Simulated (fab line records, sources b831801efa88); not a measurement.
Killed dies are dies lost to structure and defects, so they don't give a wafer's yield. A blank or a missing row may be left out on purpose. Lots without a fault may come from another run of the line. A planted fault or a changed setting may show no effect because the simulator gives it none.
A struck lot beside a sound one | flow sky130 | 35 steps out of a route of 708
Sound: wafers L692.1, L692.2, L692.3. Struck: wafers L699.2, L699.4. (L699.5 of the same lot was not struck and is left out.) The cause comes at the end.
At each step with rows: each side's tool, then ch and its chambers, then its first start. Under that, the readings that differ: sound wafers | struck wafers | difference of the means | sigmas: that difference in standard deviations of wafers without a fault.
alike: readings whose means differ by less than 2 such deviations, and words and numbers that are the same on both sides. not compared: withheld readings, readings that some wafer has no value for, bounds like >300 that may hide the same value, and numbers for which the record gives no deviation and whose values overlap.
The two part at a step that has a row with sigmas, a row that says differs or no value, or rows on one side only. Numbers that don't overlap but have no deviation are shown without sigmas and don't part them. A reading that every wafer of one side lacks parts them only if that side has two wafers or more.

first, 10 steps without rows for these wafers: SKY_CONTACT_HMDS_07 (prime time 60 s); SKY_CONTACT_COAT_08 (resist thk 60 nm); SKY_CONTACT_COAT_09 (resist thk 450 nm); SKY_CONTACT_SOFTBAKE_10 (time 90 s); SKY_CONTACT_EXPOSE_11 (exposes mask CTM1, target cd 170 nm); SKY_CONTACT_PEB_12; SKY_CONTACT_DEVELOP_13 (develop time 60 s); SKY_CONTACT_ETCH_16 (etches BARC in N2/H2, stops on SiO2, time 45.9 s, target depth 60 nm); SKY_CONTACT_ETCH_17 (etches SiO2 in C4F8/O2/Ar, stops on Si3N4, target depth 340 nm); SKY_CONTACT_ETCH_18 (etches Si3N4 in CHF3/O2, stops on TiN, time 39 s, target depth 75 nm).
SKY_CONTACT_STRIP_19: strips in O2/N2.
  sound on plasma_asher-01 ch 0,1, day 33 12:02; struck on plasma_asher-04 ch 0, day 36 00:00
  alike: drypump_motor_current_A, oes_product_au, strip_time_to_endpoint_s
  not compared: rf_hours_counter_h
then, 23 steps without rows for these wafers: SKY_CONTACT_STRIP_20 (strips in post etch residue remover, time 1200 s); SKY_CONTACT_CLEAN_21 (cleans in IPA, time 180 s); SKY_CONTACT_CLEAN_22 (cleans in O3/DIW); SKY_CONTACT_SPUTTER_23 (material TiN, target thk 20 nm, time 80 s); SKY_CONTACT_CVD_24 (deposits W, target thk 340 nm, time 102.12 s); SKY_CONTACT_CMP_27 (polishes, stops on SiO2, t overpolish 15 s, target thk 0 nm); SKY_METAL1_SPUTTER_00 (material Ti, target thk 15 nm, time 10 s); SKY_METAL1_SPUTTER_01 (material TiN, target thk 20 nm, time 16.7 s); SKY_METAL1_SPUTTER_02 (material AlCu, target thk 250 nm, time 13.3 s); SKY_METAL1_SPUTTER_03 (material Ti, target thk 5 nm, time 3.3 s); SKY_METAL1_SPUTTER_04 (material TiN, target thk 70 nm, time 58.3 s); SKY_METAL1_DEHYDRATE_07 (time 60 s); SKY_METAL1_HMDS_08 (prime time 60 s); SKY_METAL1_COAT_09 (resist thk 60 nm); SKY_METAL1_COAT_10 (resist thk 450 nm); SKY_METAL1_SOFTBAKE_11 (time 90 s); SKY_METAL1_EXPOSE_12 (exposes mask MM1, target cd 140 nm); SKY_METAL1_PEB_13; SKY_METAL1_DEVELOP_14 (develop time 60 s); SKY_METAL1_DESCUM_17 (chemistry O2, time 8 s); SKY_METAL1_ETCH_18 (etches BARC in N2/H2, stops on SiO2, time 45.9 s, target depth 60 nm); SKY_METAL1_METAL_ETCH_19 (etches the open film in Cl2/BCl3, stops on SiO2, target depth 360 nm, time 78 s); SKY_METAL1_STRIP_20 (strips in O2/N2).
-- the record jumps here: 13 days lie between the struck wafers' starts before and after (it left off in module METAL1 and takes up again in module PAD_OPEN, whose first step shown is number 708 of the route) --
SKY_PAD_OPEN_PROBE_99:
  sound on prober-02, day 47 05:00; struck on prober-02, day 49 03:54
  reading            | sound     | struck  | difference | sigmas
  killed_at_contacts | 25 47 21  | 80 71   | +44        | +7
  killed_dies        | 95 105 76 | 122 127 | +32        | +3
  killed_open        | 53 64 39  | 37 37   | -15        | -2
  alike: killed_at_M0_to_M3, killed_at_M4_up, killed_at_front_end, killed_at_other, killed_short

WHERE THEY PART
Only at SKY_PAD_OPEN_PROBE_99, within this record.

WHY: what the simulator had put in
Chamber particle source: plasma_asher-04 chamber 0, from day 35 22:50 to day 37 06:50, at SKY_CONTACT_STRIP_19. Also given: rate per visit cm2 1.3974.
